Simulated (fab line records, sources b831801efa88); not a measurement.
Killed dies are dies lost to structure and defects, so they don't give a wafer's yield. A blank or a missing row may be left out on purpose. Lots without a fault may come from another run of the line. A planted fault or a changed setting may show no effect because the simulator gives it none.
One fault seen from 2 desks | flow gf180mcu | each desk has only its own numbers; what lay behind them comes last

THE TOOL OWNER'S DESK: rie_metal-03
The tool's own readings at GF_M1_METAL_ETCH_16 (etches the open film in Cl2/BCl3, stops on SiO2, target depth 627.5 nm, time 104.6 s): means of the sampled wafers that have a number, for each lot that ran on this tool. A lot is out of limits, marked OUT, if its mean lies more than 4 standard deviations from the usual mean; the brackets give that distance.
Columns: A = bias_w at GF_M1_METAL_ETCH_16, usual 140.0 W; B = drypump_motor_current_A at GF_M1_METAL_ETCH_16, usual 5.69 A; C = oes_product_au at GF_M1_METAL_ETCH_16, usual 0.972 a.u.; D = throttle_valve_pct at GF_M1_METAL_ETCH_16, usual 28.251 %
lot  | first seen here | A     | B    | C               | D
L554 | day 17 02:18    | 139.8 | 5.51 | 0.979           | 28.244
L555 | day 17 17:59    | 139.7 | 5.49 | 0.978           | 28.240
L560 | day 19 12:22    | 140.0 | 5.53 | 0.971           | 28.255
L561 | day 19 21:46    | 140.3 | 5.55 | 0.967           | 28.254
L563 | day 20 12:36    | 139.8 | 5.54 | 0.889 (-13) OUT | 28.337 (+8.7) OUT
L565 | day 21 06:18    | 139.8 | 5.53 | 0.736 (-37) OUT | 28.508 (+26) OUT
L574 | day 24 09:10    | 139.8 | 5.48 | 0.972           | 28.256
L576 | day 24 22:49    | 139.7 | 5.52 | 0.960           | 28.269
L577 | day 25 03:39    | 140.0 | 5.54 | 0.973           | 28.248
This desk's finding: out of limits on L563, L565; first on L563, day 20 12:36 (oes_product_au at GF_M1_METAL_ETCH_16). In limits: L554, L555, L560, L561, L574, L576, L577.

THE METROLOGY DESK
What the gauges read, lot by lot, whatever tool the lot ran on: means of the sampled wafers that have a number. A lot is out of limits, marked OUT, if its mean lies more than 4 standard deviations from the usual mean; the brackets give that distance.
Columns: A = V1_CVD_02_THK at GF_V1_THK_MEAS_03, usual 848 nm; B = M2_ALCU_THK at GF_M2_THK_MEAS_06, usual 457 nm
lot  | first seen here | A   | B
L554 | day 17 03:10    | 854 | 459
L555 | day 17 18:51    | 852 | 468
L556 | day 17 22:35    | 841 | 454
L558 | day 18 13:59    | 849 | 459
L560 | day 19 13:13    | 846 | 462
L561 | day 19 22:36    | 857 | 460
L562 | day 20 06:53    | 841 | 452
L563 | day 20 13:29    | 849 | 460
L565 | day 21 07:30    | 842 | 458
L572 | day 23 20:49    | 862 | 458
L574 | day 24 10:00    | 848 | 460
L575 | day 24 15:43    | 845 | 458
L576 | day 24 23:39    | 850 | 454
L577 | day 25 04:33    | 847 | 457
This desk's finding: nothing out of limits on any of the 14 lots.

PUT TOGETHER
The tool owner's desk could have raised an alarm at day 20 12:36, on L563, L565.
The metrology desk saw nothing out of limits.
The metrology desk has L563, L565 on record, within its limits.
Of the lots named, all ran GF_M1_METAL_ETCH_16 on rie_metal-03.

WHAT THE SIMULATOR HAD PUT IN
Process parameter drift: rie_metal-03, from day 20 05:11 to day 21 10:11, at GF_M1_METAL_ETCH_16. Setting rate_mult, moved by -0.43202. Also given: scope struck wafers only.
Lots struck among those shown: L563, L565.
Hours from the fault's start to each desk's first reading out of limits: the tool owner's desk, 7.
